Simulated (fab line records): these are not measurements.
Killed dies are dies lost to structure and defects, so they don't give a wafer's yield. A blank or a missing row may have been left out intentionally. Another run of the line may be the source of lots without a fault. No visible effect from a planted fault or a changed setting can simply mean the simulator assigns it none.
Split-lot trial | flow sfqLine | on a route of 325 steps: 5 lots, 23 wafers read

## SPLIT DETAILS
At SFQ_TRILAYER_I3_VIA_LITHO_EXPOSE_086 (exposes mask I3, target cd 500 nm), the setting doseMj was moved away from the recipe's 21.3 on 4 of the 23 wafers read, by +3.2% to +3.5%. For the rest of the wafers, this setting stayed at what the recipe calls for.

## FROM THE SPLIT TO THE READING: what the file shows between them, 2 steps
- SFQ_TRILAYER_I3_VIA_LITHO_PEB_088: peb time 60 s
- SFQ_TRILAYER_I3_VIA_LITHO_DEVELOP_087: time 60 s

## THE READING
I3.cdNm (the simulator's own value, which no gauge read), in nm, at SFQ_TRILAYER_I3_VIA_BARC_OPEN_VIA_ETCH_121 (etches BARC in O2, target depth 125 nm, time 41.7 s). No usual value for it is given in the file. Average 499.6 nm, standard deviation 1.3 nm, over the 19 wafers here run with the recipe.

wafer  | tool, chamber at the split | doseMj as run | against the recipe | I3.cdNm, nm | against lot-mates on the recipe
L075.1 | krfScanner-02, 0           | 21.3          | recipe             | 498.6       | -
L075.2 | krfScanner-02, 0           | 21.3          | recipe             | 498.1       | -
L075.3 | krfScanner-02, 0           | 21.3          | recipe             | 497.7       | -
L075.5 | krfScanner-02, 0           | 21.3          | recipe             | 497.9       | -
L075.6 | krfScanner-02, 0           | 21.3          | recipe             | 497.6       | -
L077.1 | krfScanner-02, 0           | 21.3          | recipe             | 500.6       | -
L077.2 | krfScanner-02, 0           | 21.3          | recipe             | 500.8       | -
L077.4 | krfScanner-02, 0           | 22.05         | +3.5%              | 506.8       | +6.4
L077.5 | krfScanner-02, 0           | 21.3          | recipe             | 499.7       | -
L077.6 | krfScanner-02, 0           | 22.05         | +3.5%              | 505.5       | +5.1
L079.2 | krfScanner-02, 0           | 21.3          | recipe             | 501         | -
L079.4 | krfScanner-02, 0           | 21.3          | recipe             | 501.8       | -
L079.5 | krfScanner-02, 0           | 21.3          | recipe             | 501.3       | -
L083.1 | krfScanner-02, 0           | 21.99         | +3.2%              | 503.2       | +4.1
L083.2 | krfScanner-02, 0           | 21.3          | recipe             | 499.7       | -
L083.3 | krfScanner-02, 0           | 21.3          | recipe             | 499         | -
L083.4 | krfScanner-02, 0           | 21.99         | +3.2%              | 504.6       | +5.5
L083.6 | krfScanner-02, 0           | 21.3          | recipe             | 498.7       | -
L084.1 | krfScanner-02, 0           | 21.3          | recipe             | 501.1       | -
L084.2 | krfScanner-02, 0           | 21.3          | recipe             | 500.5       | -
L084.3 | krfScanner-02, 0           | 21.3          | recipe             | 500.1       | -
L084.4 | krfScanner-02, 0           | 21.3          | recipe             | 499.2       | -
L084.5 | krfScanner-02, 0           | 21.3          | recipe             | 498.4       | -

FIT RESULTS
A straight line over all 23 wafers: I3.cdNm changes by +1.63 nm for each +1% of doseMj; r = +0.85; the points scatter about the line by 1.3 nm.
The same after taking each lot's own level away (the mean of its wafers on the recipe; 23 wafers): +1.56 nm for each +1%; r = +0.96; scatter 0.65 nm.
According to that fit, moving doseMj by its largest amount changes the reading by 5.5 nm.
The span of the lots' own levels, 497.98 to 501.37 nm, comes to 2.6 times the standard deviation stated above.
The two slopes agree, so the slope changes little with the lot-to-lot level.
Check: with one of the wafers moved furthest among these (+3.5%) left out of the fit, the line predicts +5.16 nm for it against its lot-mates. It came out at +6.43 nm against them.

## OTHER SPLITS ON THESE WAFERS
These wafers also went through other splits before the reading. Each is held against what the fit with the lots' levels taken away leaves over:
other split on the same wafers                   | wafers away from the commonest value | r with I3.cdNm (lot level and that fit taken away)
SFQ_TRILAYER_M2_LITHO_EXPOSE_058 doseMj          | 8                                    | -0.09
SFQ_TRILAYER_I2_DEP_PECVD_063 timeS              | 9                                    | +0.08
SFQ_TRILAYER_I2_VIA_LITHO_COAT_072 spinRpm       | 8                                    | +0.03
SFQ_TRILAYER_I2_VIA_BARC_OPEN_VIA_ETCH_096 timeS | 5                                    | +0.27
SFQ_TRILAYER_M3_LITHO_COAT_080 resistThkNm       | 8                                    | +0.18
SFQ_TRILAYER_M3_BARC_OPEN_METAL_ETCH_100 timeS   | 7                                    | -0.35

## THE FILE'S OWN FIT
I3.cdNm changes by +1.56 nm for each +1% of doseMj, r = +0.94.
